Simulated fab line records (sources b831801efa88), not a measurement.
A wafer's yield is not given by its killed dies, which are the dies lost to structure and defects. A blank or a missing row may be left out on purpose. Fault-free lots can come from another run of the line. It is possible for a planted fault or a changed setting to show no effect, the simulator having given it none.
Split-lot trial | flow sky130 | route with 708 steps; 5 lots, 27 wafers read

== THE SPLIT ITSELF ==
At SKY_METAL5_SPUTTER_04 (material TiN, target thk 70 nm, time 58.3 s), the setting time s was moved away from the recipe's 58.3 s on 9 of the 27 wafers read, by -50.2% to +21.0%. For the rest of the wafers, this setting stayed at what the recipe calls for.

Split to reading: the file shows no intervening step.

== THE READING ==
METAL5_ALCU_THK, in nm, at SKY_METAL5_THK_MEAS_06 (measures by xrf). On this fab line, fault-free wafers typically give 1148 nm with a standard deviation of 16 nm.

wafer  | tool, chamber at the split | time s as run, s | against the recipe | METAL5_ALCU_THK, nm | against lot-mates on the recipe
L074.1 | pvd sputter-04, -          | 58.3             | recipe             | 1153                | -
L074.2 | pvd sputter-04, -          | 29.05            | -50.2%             | 1237                | +91
L074.3 | pvd sputter-04, -          | 58.3             | recipe             | 1152                | -
L074.4 | pvd sputter-04, -          | 29.05            | -50.2%             | 1246                | +100
L074.5 | pvd sputter-04, -          | 58.3             | recipe             | 1134                | -
L074.6 | pvd sputter-04, -          | 29.05            | -50.2%             | 1251                | +105
L077.1 | pvd sputter-04, -          | 46.02            | -21.1%             | 1155                | +32
L077.2 | pvd sputter-04, -          | 46.02            | -21.1%             | 1164                | +41
L077.3 | pvd sputter-04, -          | 58.3             | recipe             | 1132                | -
L077.4 | pvd sputter-04, -          | 58.3             | recipe             | 1121                | -
L077.5 | pvd sputter-04, -          | 58.3             | recipe             | 1115                | -
L077.6 | pvd sputter-04, -          | 46.02            | -21.1%             | 1153                | +30
L080.1 | pvd sputter-01, -          | 58.3             | recipe             | 1138                | -
L080.2 | pvd sputter-01, -          | 70.54            | +21.0%             | 1122                | -19
L080.3 | pvd sputter-01, -          | 58.3             | recipe             | 1151                | -
L080.4 | pvd sputter-01, -          | 70.54            | +21.0%             | 1127                | -14
L080.5 | pvd sputter-01, -          | 70.54            | +21.0%             | 1110                | -31
L080.6 | pvd sputter-01, -          | 58.3             | recipe             | 1135                | -
L079.2 | pvd sputter-03, -          | 58.3             | recipe             | 1175                | -
L079.3 | pvd sputter-03, -          | 58.3             | recipe             | 1157                | -
L079.5 | pvd sputter-03, -          | 58.3             | recipe             | 1181                | -
L085.1 | pvd sputter-01, -          | 58.3             | recipe             | 1145                | -
L085.2 | pvd sputter-01, -          | 58.3             | recipe             | 1154                | -
L085.3 | pvd sputter-01, -          | 58.3             | recipe             | 1156                | -
L085.4 | pvd sputter-01, -          | 58.3             | recipe             | 1136                | -
L085.5 | pvd sputter-01, -          | 58.3             | recipe             | 1156                | -
L085.6 | pvd sputter-01, -          | 58.3             | recipe             | 1138                | -

FIT RESULTS
A straight line over all 27 wafers: METAL5_ALCU_THK changes by -1.69 nm for each +1% of time s; r = -0.88; the points scatter about the line by 18 nm.
The same after taking each lot's own level away (the mean of its wafers on the recipe; 27 wafers): -1.76 nm for each +1%; r = -0.96; scatter 9.8 nm.
On that fit, the largest move of time s shifts the reading by 88 nm.
Across the lots, their own levels run from 1122.7 to 1171.0 nm, a range of 3.0 times the standard deviation given above.
The two slopes agree, so the slope changes little with the lot-to-lot level.
Check: +91 nm against its lot-mates is what the line predicts for one of the wafers moved furthest among these (-50.2%) when that wafer is left out of the fit. It came out at +90.7 nm against them.

== OTHER SPLITS ON THESE WAFERS ==
Note: prior to the reading, these wafers also went through further splits. Each is held against what the fit with the lots' levels taken away leaves over:
other split on the same wafers       | wafers away from the commonest value | r with METAL5_ALCU_THK (lot level and that fit taken away)
SKY_CAPM_SPUTTER_02 time s           | 6                                    | -0.28
SKY_METAL4_SPUTTER_02 time s         | 6                                    | +0.31
SKY_METAL4_DEVELOP_12 develop time s | 12                                   | +0.04

== THE WHOLE CHAIN: every reading that the file lists as answering this split, in the file's order ==
step                    | what it does                                                                     | reading                                                                          | change (the file's fit)               | r (the file's)
SKY_METAL5_SPUTTER_04   | material TiN, target thk 70 nm, time 58.3 s                                      | TiN_of_METAL5_SPUTTER_04.thk nm (the simulator's own value, which no gauge read) | +0.705 nm for each +1% of the setting | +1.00
SKY_METAL5_THK_MEAS_06  | measures by xrf                                                                  | METAL5_ALCU_THK                                                                  | -1.8 for each +1% of the setting      | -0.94
SKY_PASSIVATION_ETCH_11 | etches the open film in CF4/O2, stops on AlCu, target depth 725 nm, time 161.1 s | PASSIVATION.feature depth nm (the simulator's own value, which no gauge read)    | +0.652 nm for each +1% of the setting | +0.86
SKY_PAD_OPEN_ETCH_07    | etches the open film in CF4/O2, stops on AlCu, target depth 725 nm, time 161.1 s | PAD_OPEN.feature depth nm (the simulator's own value, which no gauge read)       | +0.644 nm for each +1% of the setting | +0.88

== THE FILE'S OWN FIT ==
METAL5_ALCU_THK changes by -1.8 nm for each +1% of time s, r = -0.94.
